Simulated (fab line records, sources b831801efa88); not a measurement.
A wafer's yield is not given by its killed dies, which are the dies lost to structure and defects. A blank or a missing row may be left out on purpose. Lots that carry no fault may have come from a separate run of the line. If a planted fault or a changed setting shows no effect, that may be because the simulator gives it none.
Check of tool commonality :: flow sky130 :: Sampled: 11 lots, 33 wafers

== REASON FOR OPENING ==
Of 11 lots, 4 have the reading LDD_LDN_TW flagged at SKY_LDD_LDN_TW_MEAS_13. Fault-free wafers read 1478, with a standard deviation of 6.6.
Rule: flag the lot when none of its wafers has a number, or when each of its wafers that has one lies beyond 4 standard deviations from that mean. As for the other lots, they are considered sound.

lot: L979
measured: day 23 05:25
on: filmMetro-02
LDD_LDN_TW, wafer by wafer: 1483 1472 1479
flag: 

lot: L981
measured: day 23 15:34
on: filmMetro-02
LDD_LDN_TW, wafer by wafer: 1474 1482 1478
flag: 

lot: L980
measured: day 23 22:19
on: filmMetro-04
LDD_LDN_TW, wafer by wafer: 1490 1488 1489
flag: 

lot: L982
measured: day 24 11:20
on: filmMetro-02
LDD_LDN_TW, wafer by wafer: 1468 1469 1468
flag: 

lot: L983
measured: day 25 00:51
on: filmMetro-01
LDD_LDN_TW, wafer by wafer: 1471 1473 1473
flag: 

lot: L984
measured: day 25 01:38
on: filmMetro-01
LDD_LDN_TW, wafer by wafer: 1470 1476 1473
flag: 

lot: L985
measured: day 25 16:16
on: filmMetro-02
LDD_LDN_TW, wafer by wafer: 1486 1481 1487
flag: 

lot: L987
measured: day 26 00:32
on: filmMetro-04
LDD_LDN_TW, wafer by wafer: 1404 1415 1417
flag: FLAGGED

lot: L986
measured: day 26 00:54
on: filmMetro-01
LDD_LDN_TW, wafer by wafer: 1420 1411 1413
flag: FLAGGED

lot: L988
measured: day 26 05:05
on: filmMetro-04
LDD_LDN_TW, wafer by wafer: 1417 1415 1412
flag: FLAGGED

lot: L989
measured: day 26 20:09
on: filmMetro-04
LDD_LDN_TW, wafer by wafer: 1421 1409 1415
flag: FLAGGED
On average the flagged lots' numbers are 1414, which is -64 against the usual, or -10 standard deviations.

== TOOL THAT RAN EACH LOT ==
The record keeps 1 process step preceding the reading, out of 708 steps on the route. Cell contents, in order: the tool; ch with the chambers the sampled wafers went through; the start.
lot: L979
flag: 
SKY_LDD_LDN_IMPLANT_10: implanter-04 ch 0, day 23 05:02

lot: L981
flag: 
SKY_LDD_LDN_IMPLANT_10: implanter-03 ch 0, day 23 15:12

lot: L980
flag: 
SKY_LDD_LDN_IMPLANT_10: implanter-04 ch 0, day 23 18:35

lot: L982
flag: 
SKY_LDD_LDN_IMPLANT_10: implanter-03 ch 0, day 24 10:56

lot: L983
flag: 
SKY_LDD_LDN_IMPLANT_10: implanter-01 ch 0, day 25 00:27

lot: L984
flag: 
SKY_LDD_LDN_IMPLANT_10: implanter-03 ch 0, day 25 01:14

lot: L985
flag: 
SKY_LDD_LDN_IMPLANT_10: implanter-04 ch 0, day 25 15:54

lot: L987
flag: FLAGGED
SKY_LDD_LDN_IMPLANT_10: implanter-04 ch 0, day 26 00:08

lot: L986
flag: FLAGGED
SKY_LDD_LDN_IMPLANT_10: implanter-01 ch 0, day 26 00:30

lot: L988
flag: FLAGGED
SKY_LDD_LDN_IMPLANT_10: implanter-04 ch 0, day 26 04:41

lot: L989
flag: FLAGGED
SKY_LDD_LDN_IMPLANT_10: implanter-01 ch 0, day 26 19:45
What the steps here do:
- SKY_LDD_LDN_IMPLANT_10
- SKY_LDD_LDN_TW_MEAS_13

== FLAGGED OVER TOTAL, TOOL BY TOOL (the gauges that took the reading come last) ==
step: SKY_LDD_LDN_IMPLANT_10
tool: implanter-01
lots run: 3
flagged: 2
share of the flagged lots: some
sound lots run after its first flagged lot: 0

step: SKY_LDD_LDN_IMPLANT_10
tool: implanter-03
lots run: 3
flagged: 0
share of the flagged lots: none
sound lots run after its first flagged lot: -

step: SKY_LDD_LDN_IMPLANT_10
tool: implanter-04
lots run: 5
flagged: 2
share of the flagged lots: some
sound lots run after its first flagged lot: 0

step: SKY_LDD_LDN_TW_MEAS_13
tool: filmMetro-01
lots run: 3
flagged: 1
share of the flagged lots: some
sound lots run after its first flagged lot: 0

step: SKY_LDD_LDN_TW_MEAS_13
tool: filmMetro-02
lots run: 4
flagged: 0
share of the flagged lots: none
sound lots run after its first flagged lot: -

step: SKY_LDD_LDN_TW_MEAS_13
tool: filmMetro-04
lots run: 4
flagged: 3
share of the flagged lots: some
sound lots run after its first flagged lot: 0

== WHAT THE TABLE ALLOWS ==
No row of the table ran every flagged lot.

== WHAT THE SIMULATOR HAD INSERTED ==
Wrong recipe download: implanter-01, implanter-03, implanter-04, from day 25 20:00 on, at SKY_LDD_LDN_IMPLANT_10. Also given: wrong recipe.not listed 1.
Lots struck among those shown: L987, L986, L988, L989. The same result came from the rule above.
